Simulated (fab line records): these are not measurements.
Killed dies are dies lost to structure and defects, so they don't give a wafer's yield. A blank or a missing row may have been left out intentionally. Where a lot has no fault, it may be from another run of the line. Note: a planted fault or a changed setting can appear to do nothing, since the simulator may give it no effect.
The same fault as seen by 2 desks / flow sky130 / numbers are kept per desk, each desk with only its own; the story behind them comes last

== METROLOGY DESK ==
What the gauges read for every lot (on any tool): the sampled wafers with a number, averaged. Any lot whose mean is over 4 standard deviations away from the usual mean is out of limits and marked OUT; that distance is given in the brackets.
Columns: A = CONTACT_CVD_00_THK at SKY_CONTACT_THK_MEAS_01, usual 74.4 nm
lot=L240; first seen here=day 32 07:23; A=74.6
lot=L246; first seen here=day 33 09:41; A=73.3
lot=L247; first seen here=day 34 05:01; A=74.2
lot=L248; first seen here=day 34 09:02; A=74.2
lot=L250; first seen here=day 34 21:26; A=75.3
lot=L252; first seen here=day 35 11:43; A=73.9
lot=L251; first seen here=day 35 14:56; A=76.5
lot=L256; first seen here=day 36 11:16; A=74.1
lot=L257; first seen here=day 36 19:43; A=75.4
lot=L258; first seen here=day 36 21:13; A=74.2
lot=L259; first seen here=day 37 14:11; A=75.3
lot=L260; first seen here=day 37 19:48; A=73.7
lot=L261; first seen here=day 37 22:44; A=75.6
lot=L262; first seen here=day 38 13:17; A=73.9
This desk's finding: nothing out of limits on any of the 14 lots.

== DESK OF THE TOOL OWNER: pvd_sputter-01 ==
At SKY_METAL2_SPUTTER_01 (material TiN, target thk 20 nm, time 16.7 s) the tool's own readings: per lot run on this tool, the mean of the sampled wafers that have a number. Any lot whose mean is over 4 standard deviations away from the usual mean is out of limits and marked OUT; that distance is given in the brackets.
Columns: A = cathode_dc_power_W at SKY_METAL2_SPUTTER_01, usual 6500.1 W; B = chamber_pressure_pa at SKY_METAL2_SPUTTER_01, usual 0.4000 Pa; C = throttle_valve_pct at SKY_METAL2_SPUTTER_01, usual 30.0 %
lot=L246; first seen here=day 37 00:36; A=6500.0; B=0.4001; C=30.6
lot=L248; first seen here=day 37 22:43; A=6499.0; B=0.3993; C=30.7
lot=L256; first seen here=day 39 23:09; A=6500.1; B=0.4001; C=31.3
lot=L258; first seen here=day 40 08:22; A=6500.2; B=0.3999; C=31.0
lot=L260; first seen here=day 41 05:00; A=6499.4; B=0.3992; C=30.7
This desk's finding: nothing out of limits on any of the 5 lots.

== BROUGHT TOGETHER ==
The metrology desk saw nothing out of limits.
The tool owner's desk saw nothing out of limits.

== WHAT THE SIMULATOR HAD PUT IN ==
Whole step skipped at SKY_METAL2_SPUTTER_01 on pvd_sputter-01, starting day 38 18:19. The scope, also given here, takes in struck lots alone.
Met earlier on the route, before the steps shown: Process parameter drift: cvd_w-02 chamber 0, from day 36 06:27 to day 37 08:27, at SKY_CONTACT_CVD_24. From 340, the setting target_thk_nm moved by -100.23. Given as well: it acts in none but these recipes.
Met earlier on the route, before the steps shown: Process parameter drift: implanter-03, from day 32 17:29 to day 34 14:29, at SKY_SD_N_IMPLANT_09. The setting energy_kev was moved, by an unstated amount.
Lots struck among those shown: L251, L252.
